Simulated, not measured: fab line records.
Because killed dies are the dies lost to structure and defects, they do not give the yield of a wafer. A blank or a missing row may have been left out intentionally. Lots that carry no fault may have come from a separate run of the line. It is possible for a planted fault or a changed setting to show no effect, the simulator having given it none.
fab line records	flow sky130
[record] lots = 12	wafers = 36	lastDay = 50
route steps=708 shown FIELD_ISO@14 PWDE@53 NWELL@82 PAD_OPEN@708
lots with no fault: from the same line, run without faults
startH: hours from the record's opening day to when the first of the lot's shown wafers began	waitH: hours from the lot's prior step to this one	" the same as in the row above	L1.1+2: a row that stands for several wafers	- no value present, or no start provided	* or withheld: withheld	< > ~ a bound
route shown NAME@n: a module of which the file shows steps, and the number in the route of the first	usual: average and standard deviation across the fault-free wafers	same: alike in all rows	chamber/n: place in a boat	sites: readings site by site	_std_site: the standard deviation of these	_edge_site: outer sites' mean less inner sites'	radiusMm: how far each site lies from the wafer's centre	mask NAME#n: copy n	behind: the most recent tool/chamber to have shaped the wafer	hold: what put the lot on hold/how long, in hours/how the hold closed	device: the n, p or np transistor that did not switch	end of line: the tests these same wafers got at the end of their route	a step with no rows: only its recipe	killed: dies lost to structure and defects at the first sort, not the wafer's yield	map: a wafer's dies, x killed, . not, _ none there
set.NAME: the setting that was run; set.NAME@STEP: the one run at that earlier step	model.NAME: the simulator's own value behind a step, which no gauge read
route steps across a sampled set of lots; one table per step, one row per wafer
services: from which hour (startH, from the record's first day; less than 0 if before it) a tool's chamber was out of use, for how many hours, and why
[[steps]]
[step SKY_FIELD_ISO_CD_MEAS_13]
[recipe] targetCdNm = 150
[usual] cdNm = 149.8/1.6
lot.wafer	tool	chamber	startH	waitH	cdNm
L801.2	cdSem-02	-	27.98	-	149.9
L801.3	"	-	"	"	152.3
L801.4	"	-	"	"	149.2
L803.3	cdSem-01	-	38.85	-	148.3
L803.4	"	-	"	"	148.4
L803.6	"	-	"	"	149.1
L805.1	cdSem-02	-	51.12	-	147.7
L805.4	"	-	"	"	146.8
L805.6	"	-	"	"	148.0
L806.1	cdSem-01	-	55.63	-	148.0
L806.2	"	-	"	"	150.0
L806.4	"	-	"	"	149.3
L808.3	cdSem-02	-	68.00	-	153.5
L808.4	"	-	"	"	152.7
L808.6	"	-	"	"	153.9
L811.4	cdSem-01	-	83.02	-	148.6
L811.5	"	-	"	"	149.8
L811.6	"	-	"	"	148.6
L813.3	cdSem-01	-	92.00	-	150.4
L813.4	"	-	"	"	149.4
L813.5	"	-	"	"	150.3
L814.1	cdSem-01	-	99.36	-	151.7
L814.3	"	-	"	"	150.4
L814.5	"	-	"	"	151.6
L815.2	cdSem-01	-	104.29	-	149.1
L815.3	"	-	"	"	149.6
L815.5	"	-	"	"	150.0
L818.2	cdSem-01	-	116.79	-	149.5
L818.5	"	-	"	"	149.5
L818.6	"	-	"	"	148.0
L820.2	cdSem-01	-	127.04	-	149.9
L820.4	"	-	"	"	148.7
L820.6	"	-	"	"	150.0
L823.1	cdSem-01	-	145.92	-	146.1
L823.2	"	-	"	"	146.7
L823.5	"	-	"	"	147.4
[step SKY_FIELD_ISO_CMP_27]
[recipe] stopOn = Si3N4	tOverpolishS = 16	downForcePsi = 4	platenRpm = 60	targetThkNm = 457.8	padVelocityMS = 0.94248
[usual] motorCurrentA = 12.3/1.2	overpolishRunS = 16.001/0.0082	slurryFlowMlMin = 150.0/0.44	timeToEndpointS = 110/5.1
lot.wafer	tool	chamber	startH	waitH	motorCurrentA	overpolishRunS	slurryFlowMlMin	timeToEndpointS
L801.3	cmp-02	1	31.76	0.1	12.8	16.013	150.6	113
L801.2	"	2	"	"	11.6	15.992	150.0	113
L801.4	"	3	"	"	9.7	16.001	149.6	102
L803.3	cmp-01	1	43.11	0.0	11.3	16.009	150.2	113
L803.4	"	2	"	"	13.7	16.016	150.2	111
L803.6	"	2	"	"	13.4	16.005	150.9	108
L805.4	cmp-02	2	58.09	0.1	12.0	16.002	149.5	109
L805.1	"	3	"	"	9.5	15.996	150.6	103
L805.6	"	2	"	"	12.6	15.984	148.9	112
L806.4	cmp-02	3	62.03	0.0	9.8	16.002	150.5	108
L806.2	"	0	"	"	13.4	16.005	149.0	111
L806.1	"	2	"	"	13.1	16.019	149.8	112
L808.3	cmp-02	0	72.33	0.1	13.3	15.996	149.7	109
L808.4	"	1	"	"	13.3	16.001	150.3	116
L808.6	"	0	"	"	13.0	15.994	150.1	105
L811.4	cmp-01	3	88.38	0.1	11.3	16.003	149.9	102
L811.6	"	0	"	"	13.5	16.007	149.8	106
L811.5	"	1	"	"	11.7	16.005	149.8	103
L813.4	cmp-01	1	95.53	0.1	12.6	15.984	149.8	108
L813.3	"	3	"	"	11.2	16.003	150.2	103
L813.5	"	1	"	"	12.0	16.003	150.0	105
L814.3	cmp-02	2	103.18	0.1	11.6	16.001	150.1	112
L814.1	"	3	"	"	9.9	15.998	150.1	103
L814.5	"	0	"	"	13.2	15.999	150.5	113
L815.2	cmp-01	0	108.50	0.1	13.0	15.993	149.2	108
L815.3	"	2	"	"	13.2	16.005	150.5	109
L815.5	"	3	"	"	11.5	15.993	149.8	107
L818.2	cmp-01	1	122.32	0.1	12.6	16.007	149.8	110
L818.6	"	3	"	"	11.0	16.002	150.2	109
L818.5	"	0	"	"	13.2	15.999	149.6	117
L820.2	cmp-01	2	134.34	0.0	14.0	15.995	150.3	108
L820.4	"	3	"	"	11.6	16.000	149.7	109
L820.6	"	2	"	"	12.7	15.997	150.4	107
L823.2	cmp-02	2	149.50	0.0	11.5	16.000	149.7	115
L823.1	"	0	"	"	13.1	16.010	150.7	108
L823.5	"	3	"	"	9.4	16.012	149.9	106
[step SKY_PWDE_IMPLANT_08]
[recipe] species = B	energyKev = 150	doseCm2 = 3.6e+12	tiltDeg = withheld
[usual] doseIonsCm2 = 3.601e+12/4e+09	faradayCurrentUA = 20.3/0.41
lot.wafer	tool	chamber	startH	waitH	doseIonsCm2	faradayCurrentUA
L801.2	implanter-03	0	65.42	0.0	3.595e+12	20.1
L801.3	"	0	"	"	3.592e+12	20.6
L801.4	"	0	"	"	3.593e+12	20.3
L803.3	implanter-04	0	77.40	0.1	3.597e+12	20.5
L803.4	"	0	"	"	3.602e+12	20.2
L803.6	"	0	"	"	3.604e+12	19.9
L805.1	implanter-03	0	93.95	0.0	3.595e+12	21.3
L805.4	"	0	"	"	3.6e+12	19.9
L805.6	"	0	"	"	3.598e+12	19.2
L806.1	implanter-01	0	100.35	0.0	3.605e+12	20.2
L806.2	"	0	"	"	3.603e+12	20.3
L806.4	"	0	"	"	3.609e+12	19.6
L808.3	implanter-04	0	110.49	0.1	3.596e+12	20.2
L808.4	"	0	"	"	3.601e+12	20.3
L808.6	"	0	"	"	3.6e+12	20.1
L811.4	implanter-01	0	127.07	0.1	3.6e+12	20.7
L811.5	"	0	"	"	3.603e+12	19.9
L811.6	"	0	"	"	3.596e+12	20.2
L813.3	implanter-03	0	135.60	0.1	3.606e+12	20.1
L813.4	"	0	"	"	3.603e+12	20.5
L813.5	"	0	"	"	3.601e+12	20.4
L814.1	implanter-01	0	142.79	0.0	3.265e+12	18.5
L814.3	"	0	"	"	3.259e+12	18.7
L814.5	"	0	"	"	3.257e+12	18.4
L815.2	implanter-03	0	148.32	0.0	3.603e+12	20.4
L815.3	"	0	"	"	3.594e+12	19.6
L815.5	"	0	"	"	3.6e+12	19.8
L818.2	implanter-01	0	166.37	0.0	3.262e+12	18.5
L818.5	"	0	"	"	3.262e+12	18.4
L818.6	"	0	"	"	3.262e+12	18.9
L820.2	implanter-03	0	178.58	0.0	3.597e+12	20.7
L820.4	"	0	"	"	3.601e+12	20.3
L820.6	"	0	"	"	3.601e+12	20.5
L823.1	implanter-03	0	193.40	0.0	3.603e+12	20.5
L823.2	"	0	"	"	3.604e+12	19.9
L823.5	"	0	"	"	3.601e+12	20.4
[step SKY_PWDE_TW_MEAS_10]
[usual] PWDE_TW = 371.5/2.7
lot.wafer	tool	chamber	startH	waitH	PWDE_TW
L801.2	filmMetro-02	-	65.66	0.1	371.8
L801.3	"	-	"	"	371.1
L801.4	"	-	"	"	371.2
L803.3	filmMetro-01	-	77.62	0.1	372.1
L803.4	"	-	"	"	374.8
L803.6	"	-	"	"	372.9
L805.1	filmMetro-02	-	94.20	0.1	366.5
L805.4	"	-	"	"	365.2
L805.6	"	-	"	"	367.0
L806.1	filmMetro-02	-	100.60	0.1	371.5
L806.2	"	-	"	"	370.3
L806.4	"	-	"	"	369.4
L808.3	filmMetro-01	-	110.71	0.1	375.1
L808.4	"	-	"	"	376.0
L808.6	"	-	"	"	373.5
L811.4	filmMetro-04	-	127.28	0.1	374.3
L811.5	"	-	"	"	373.2
L811.6	"	-	"	"	372.0
L813.3	filmMetro-04	-	135.82	0.1	371.6
L813.4	"	-	"	"	372.8
L813.5	"	-	"	"	373.3
L814.1	filmMetro-02	-	143.04	0.1	360.5
L814.3	"	-	"	"	361.3
L814.5	"	-	"	"	359.3
L815.2	filmMetro-02	-	148.55	0.1	367.2
L815.3	"	-	"	"	366.5
L815.5	"	-	"	"	367.7
L818.2	filmMetro-02	-	166.61	0.1	356.1
L818.5	"	-	"	"	356.6
L818.6	"	-	"	"	354.7
L820.2	filmMetro-01	-	178.81	0.1	373.4
L820.4	"	-	"	"	375.9
L820.6	"	-	"	"	373.4
L823.1	filmMetro-04	-	193.65	0.1	375.0
L823.2	"	-	"	"	373.0
L823.5	"	-	"	"	375.6
[step SKY_NWELL_RS_MEAS_29]
[recipe] thkMeasGauge = four-point-probe
[usual] NWELL_RS = 625.4/1.4
lot.wafer	tool	chamber	startH	waitH	NWELL_RS[ohm/sq]
L801.2	filmMetro-02	-	101.44	0.1	624.8
L801.3	"	-	"	"	623.5
L801.4	"	-	"	"	626.0
L803.3	filmMetro-04	-	114.45	0.1	624.2
L803.4	"	-	"	"	627.1
L803.6	"	-	"	"	626.5
L805.1	filmMetro-01	-	132.01	0.1	624.2
L805.4	"	-	"	"	625.8
L805.6	"	-	"	"	624.5
L806.1	filmMetro-04	-	138.07	0.1	626.4
L806.2	"	-	"	"	626.8
L806.4	"	-	"	"	626.3
L808.3	filmMetro-04	-	148.91	0.1	625.6
L808.4	"	-	"	"	625.3
L808.6	"	-	"	"	626.8
L811.4	filmMetro-01	-	167.27	0.1	624.1
L811.5	"	-	"	"	623.2
L811.6	"	-	"	"	624.9
L813.3	filmMetro-04	-	178.10	0.1	625.9
L813.4	"	-	"	"	625.5
L813.5	"	-	"	"	624.5
L814.1	filmMetro-02	-	184.91	0.1	626.1
L814.3	"	-	"	"	626.0
L814.5	"	-	"	"	627.6
L815.2	filmMetro-01	-	190.88	0.2	622.3
L815.3	"	-	"	"	621.6
L815.5	"	-	"	"	624.6
L818.2	filmMetro-01	-	210.05	0.1	628.1
L818.5	"	-	"	"	627.6
L818.6	"	-	"	"	628.3
L820.2	filmMetro-04	-	223.43	0.1	625.0
L820.4	"	-	"	"	625.7
L820.6	"	-	"	"	626.4
L823.1	filmMetro-04	-	239.27	0.1	626.5
L823.2	"	-	"	"	625.6
L823.5	"	-	"	"	623.3
[step SKY_NWELL_RS_MEAS_31]
[recipe] thkMeasGauge = four-point-probe
[usual] PWDE_RS = 5283/16
lot.wafer	tool	chamber	startH	waitH	PWDE_RS[ohm/sq]
L801.2	filmMetro-02	-	101.68	0.1	5279
L801.3	"	-	"	"	5283
L801.4	"	-	"	"	5272
L803.3	filmMetro-04	-	114.69	0.1	5276
L803.4	"	-	"	"	5281
L803.6	"	-	"	"	5265
L805.1	filmMetro-01	-	132.25	0.1	5313
L805.4	"	-	"	"	5312
L805.6	"	-	"	"	5310
L806.1	filmMetro-04	-	138.31	0.1	5309
L806.2	"	-	"	"	5296
L806.4	"	-	"	"	5289
L808.3	filmMetro-04	-	149.15	0.1	5271
L808.4	"	-	"	"	5268
L808.6	"	-	"	"	5273
L811.4	filmMetro-01	-	167.51	0.1	5271
L811.5	"	-	"	"	5267
L811.6	"	-	"	"	5281
L813.3	filmMetro-04	-	178.34	0.1	5289
L813.4	"	-	"	"	5288
L813.5	"	-	"	"	5278
L814.1	filmMetro-02	-	185.15	0.1	5722
L814.3	"	-	"	"	5717
L814.5	"	-	"	"	5734
L815.2	filmMetro-01	-	191.12	0.1	5290
L815.3	"	-	"	"	5278
L815.5	"	-	"	"	5274
L818.2	filmMetro-01	-	210.29	0.1	5713
L818.5	"	-	"	"	5730
L818.6	"	-	"	"	5746
L820.2	filmMetro-04	-	223.67	0.1	5273
L820.4	"	-	"	"	5260
L820.6	"	-	"	"	5275
L823.1	filmMetro-04	-	239.51	0.1	5280
L823.2	"	-	"	"	5284
L823.5	"	-	"	"	5291
[step SKY_PAD_OPEN_PROBE_99]
[usual] killed_at_M0_to_M3 = 43/7.5	killed_at_M4_up = 2.8/1.8	killedAtContacts = 24/5.3	killedAtFrontEnd = 14/4.2	killedAtOther = 0.3/0.54	killedDies = 84/9.4	killedOpen = 46/7.1	killedShort = 38/6.6
[same] grossDies = 492	killedAtBackSide = 0
lot.wafer	tool	chamber	startH	waitH	killed_at_M0_to_M3	killed_at_M4_up	killedAtContacts	killedAtFrontEnd	killedAtOther	killedDies	killedOpen	killedShort
L808.3	prober-01	-	1122.06	0.2	53	2	23	12	0	90	58	32
L808.4	prober-01	-	1122.11	0.2	58	1	21	5	0	85	37	48
L808.6	prober-01	-	1122.21	0.2	42	0	22	17	1	82	46	36
L811.4	prober-01	-	1152.91	0.2	42	0	29	10	0	81	52	29
L811.5	prober-01	-	1152.96	0.2	50	2	12	21	0	85	42	43
L811.6	prober-01	-	1153.01	0.2	46	1	24	15	0	86	42	44
L814.1	prober-01	-	1153.84	0.1	43	2	17	19	0	81	46	35
L814.3	prober-01	-	1153.94	0.2	44	2	16	26	0	88	43	45
L814.5	prober-01	-	1154.04	0.2	51	3	16	13	0	83	50	33
L813.3	prober-02	-	1153.93	0.2	38	3	29	9	0	79	39	40
L813.4	prober-02	-	1153.98	0.2	45	4	26	10	1	86	49	37
L813.5	prober-02	-	1154.03	0.2	40	4	29	8	0	81	46	35
L815.2	prober-02	-	1157.77	0.1	46	1	31	23	0	101	53	48
L815.3	prober-02	-	1157.82	0.2	58	6	21	20	1	106	58	48
L815.5	prober-02	-	1157.92	0.2	54	8	28	13	1	104	47	56
L820.2	prober-01	-	1182.48	0.1	47	2	19	10	0	78	37	41
L820.4	prober-01	-	1182.58	0.2	43	3	22	17	1	86	46	39
L820.6	prober-01	-	1182.68	0.2	35	4	18	22	0	79	40	39
L823.1	prober-01	-	1192.31	0.1	47	4	26	17	1	95	57	38
L823.2	prober-01	-	1192.36	0.1	54	5	21	10	0	90	52	38
L823.5	prober-01	-	1192.51	0.2	50	4	27	12	0	93	51	42
// killed by level:class
L808.3 VIA1:geometricParticle:open=16 LI_CONTACT:geometricParticle:open=8 VIA2:geometricParticle:open=8 POLY_GATE:geometricParticle:open=6 CONTACT:geometricParticle:open=6 CONTACT:geometricParticle:short=5 METAL2:geometricParticle:short=5 METAL3:geometricParticle:short=5
L808.4 METAL1:geometricParticle:short=18 VIA1:geometricParticle:open=15 LI_CONTACT:geometricParticle:short=5 CONTACT:geometricParticle:open=5 VIA3:geometricParticle:open=5 LI_CONTACT:geometricParticle:open=4 CONTACT:geometricParticle:short=4 VIA1:geometricParticle:short=4
L808.6 VIA1:geometricParticle:open=15 CONTACT:geometricParticle:open=9 METAL1:geometricParticle:short=9 LI_CONTACT:geometricParticle:open=7 POLY_GATE:geometricParticle:open=4 FIELD_ISO:geometricParticle:short=4 POLY_GATE:geometricParticle:short=4 FIELD_ISO:geometricParticle:open=3
L811.4 CONTACT:geometricParticle:open=14 LI_CONTACT:geometricParticle:open=9 VIA2:geometricParticle:open=8 VIA1:geometricParticle:open=8 METAL1:geometricParticle:short=6 POLY_GATE:geometricParticle:short=5 VIA1:geometricParticle:short=5 POLY_GATE:geometricParticle:open=4
L811.5 VIA1:geometricParticle:open=13 VIA3:geometricParticle:open=8 CONTACT:geometricParticle:short=7 VIA2:geometricParticle:open=7 POLY_GATE:geometricParticle:short=6 VIA3:geometricParticle:short=6 FIELD_ISO:geometricParticle:short=5 FIELD_ISO:geometricParticle:open=4
L811.6 VIA1:geometricParticle:open=13 VIA1:geometricParticle:short=10 LI_CONTACT:geometricParticle:open=7 CONTACT:geometricParticle:open=7 POLY_GATE:geometricParticle:short=6 FIELD_ISO:geometricParticle:short=5 METAL1:geometricParticle:short=5 CONTACT:geometricParticle:short=4
L814.1 VIA2:geometricParticle:open=10 CONTACT:geometricParticle:open=7 VIA1:geometricParticle:open=7 METAL2:geometricParticle:short=7 FIELD_ISO:geometricParticle:open=6 FIELD_ISO:geometricParticle:short=4 POLY_GATE:geometricParticle:open=4 LI_CONTACT:geometricParticle:open=4
L813.3 LOCAL_INTERCONNECT:geometricParticle:short=14 CONTACT:geometricParticle:open=11 VIA1:geometricParticle:open=8 VIA2:geometricParticle:short=5 VIA2:geometricParticle:open=5 VIA3:geometricParticle:open=5 FIELD_ISO:geometricParticle:short=4 METAL2:geometricParticle:short=4
L814.3 CONTACT:geometricParticle:open=11 VIA1:geometricParticle:open=9 FIELD_ISO:geometricParticle:short=7 METAL2:geometricParticle:short=7 VIA2:geometricParticle:open=6 POLY_GATE:geometricParticle:open=5 VIA3:geometricParticle:short=5 SPACER:geometricParticle:short=4
L813.4 VIA1:geometricParticle:open=12 CONTACT:geometricParticle:open=11 LI_CONTACT:geometricParticle:open=8 METAL2:geometricParticle:short=8 METAL1:geometricParticle:short=6 VIA2:geometricParticle:open=6 FIELD_ISO:geometricParticle:short=4 FIELD_ISO:geometricParticle:open=3
L813.5 CONTACT:geometricParticle:open=11 VIA3:geometricParticle:open=7 LI_CONTACT:geometricParticle:open=6 CONTACT:geometricParticle:short=6 VIA1:geometricParticle:open=6 VIA2:geometricParticle:open=5 LOCAL_INTERCONNECT:geometricParticle:short=5 VIA1:geometricParticle:short=5
L814.5 VIA2:geometricParticle:open=12 VIA1:geometricParticle:open=9 METAL2:geometricParticle:short=8 VIA3:geometricParticle:open=7 LI_CONTACT:geometricParticle:open=6 POLY_GATE:geometricParticle:open=5 FIELD_ISO:geometricParticle:open=4 CONTACT:geometricParticle:short=4
L815.2 VIA2:geometricParticle:open=10 LI_CONTACT:geometricParticle:open=8 LOCAL_INTERCONNECT:geometricParticle:short=7 VIA3:geometricParticle:open=7 METAL1:geometricParticle:short=7 FIELD_ISO:geometricParticle:open=6 CONTACT:geometricParticle:open=6 LI_CONTACT:geometricParticle:short=6
L815.3 VIA2:geometricParticle:open=13 VIA1:geometricParticle:open=9 METAL2:geometricParticle:short=9 POLY_GATE:geometricParticle:short=8 POLY_GATE:geometricParticle:open=7 CONTACT:geometricParticle:open=7 VIA3:geometricParticle:open=6 LOCAL_INTERCONNECT:geometricParticle:short=6
L815.5 VIA1:geometricParticle:open=11 CONTACT:geometricParticle:open=9 VIA3:geometricParticle:open=8 METAL1:geometricParticle:short=7 VIA1:geometricParticle:short=7 LI_CONTACT:geometricParticle:open=6 METAL4:geometricParticle:short=6 LOCAL_INTERCONNECT:geometricParticle:short=5
L820.2 VIA1:geometricParticle:short=8 LI_CONTACT:geometricParticle:open=6 CONTACT:geometricParticle:open=6 VIA2:geometricParticle:open=6 CONTACT:geometricParticle:short=5 METAL1:geometricParticle:short=5 VIA1:geometricParticle:open=5 METAL2:geometricParticle:short=5
L820.4 VIA1:geometricParticle:open=12 CONTACT:geometricParticle:open=9 POLY_GATE:geometricParticle:open=7 VIA1:geometricParticle:short=6 CONTACT:geometricParticle:short=5 FIELD_ISO:geometricParticle:short=4 VIA2:geometricParticle:open=4 LI_CONTACT:geometricParticle:open=4
L820.6 VIA1:geometricParticle:open=12 LI_CONTACT:geometricParticle:open=7 FIELD_ISO:geometricParticle:short=6 CONTACT:geometricParticle:open=5 VIA1:geometricParticle:short=4 VIA3:geometricParticle:open=4 METAL1:geometricParticle:short=3 SPACER:geometricParticle:short=3
L823.1 VIA1:geometricParticle:open=17 CONTACT:geometricParticle:open=10 CONTACT:geometricParticle:short=7 VIA2:geometricParticle:open=7 FIELD_ISO:geometricParticle:open=6 VIA3:geometricParticle:open=6 LOCAL_INTERCONNECT:geometricParticle:short=4 METAL2:geometricParticle:short=4
L823.2 VIA1:geometricParticle:open=16 LI_CONTACT:geometricParticle:open=7 METAL2:geometricParticle:short=6 VIA3:geometricParticle:open=6 METAL1:geometricParticle:short=5 VIA1:geometricParticle:short=5 VIA2:geometricParticle:open=5 FIELD_ISO:geometricParticle:open=4
L823.5 VIA1:geometricParticle:open=15 LI_CONTACT:geometricParticle:open=9 CONTACT:geometricParticle:open=7 LOCAL_INTERCONNECT:geometricParticle:short=5 METAL2:geometricParticle:short=5 VIA3:geometricParticle:short=5 VIA3:geometricParticle:open=5 FIELD_ISO:geometricParticle:short=4
[[services]]
tool	chamber	startH	hours	kind
implanter-03	-	41.50	1.3	repair
cmp-02	-	49.50	3.5	repair
cmp-01	-	53.40	6.6	repair
implanter-04	-	62.43	6.6	repair
cmp-01	-	64.00	4.0	pm
implanter-01	-	65.05	0.5	repair
cmp-01	-	68.00	-	consumableReplace:conditioner
cmp-01	-	68.00	-	consumableReplace:pad
implanter-03	-	86.78	3.8	repair
cmp-01	-	89.05	1.7	repair
cmp-02	-	121.83	6.3	pm
cmp-02	-	133.44	0.5	repair
implanter-01	-	149.60	1.5	repair
implanter-03	-	156.20	14.2	repair
[[key]]
[firstSign] step = SKY_PWDE_IMPLANT_08	reading = doseIonsCm2	direction = down	sigmas = 85	usual = *	struck = *
[effect] step = SKY_PWDE_IMPLANT_08	reading = faradayCurrentUA	direction = down	sigmas = 4.1	usual = 20.3	struck = 18.6
[effect] step = SKY_PWDE_TW_MEAS_10	reading = PWDE_TW	direction = down	sigmas = 5	usual = 371.5	struck = 358.1
[effect] step = SKY_NWELL_RS_MEAS_31	reading = PWDE_RS	direction = up	sigmas = 28	usual = 5283	struck = 5727
metAt SKY_PWDE_IMPLANT_08
struckLots L814,L818
rowsEnd L818.2,L818.5,L818.6
testerLeftOut L814
notActingAt SKY_FIELD_ISO_CD_MEAS_13,SKY_FIELD_ISO_CMP_27,SKY_NWELL_RS_MEAS_29
onsetBetween 127.07 142.79
[fault] kind = processParameterDrift	tool = implanter-01	chamber = -	onsetH = 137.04	steps = SKY_PWDE_IMPLANT_08	channel = doseCm2	offset = *	shape = step	endH = 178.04	actsIn = *	stated = *
// testerLeftOut: of these lots the tester's yield and bins aren't shown, on N5 and GAA mostly nor the transistor test; their killed dies are dies lost to structure and defects alone, not to doping, threshold or leakage, so they don't give the yield
// rowsEnd: these wafers met a further fault down the route, and their rows from its step on are left out
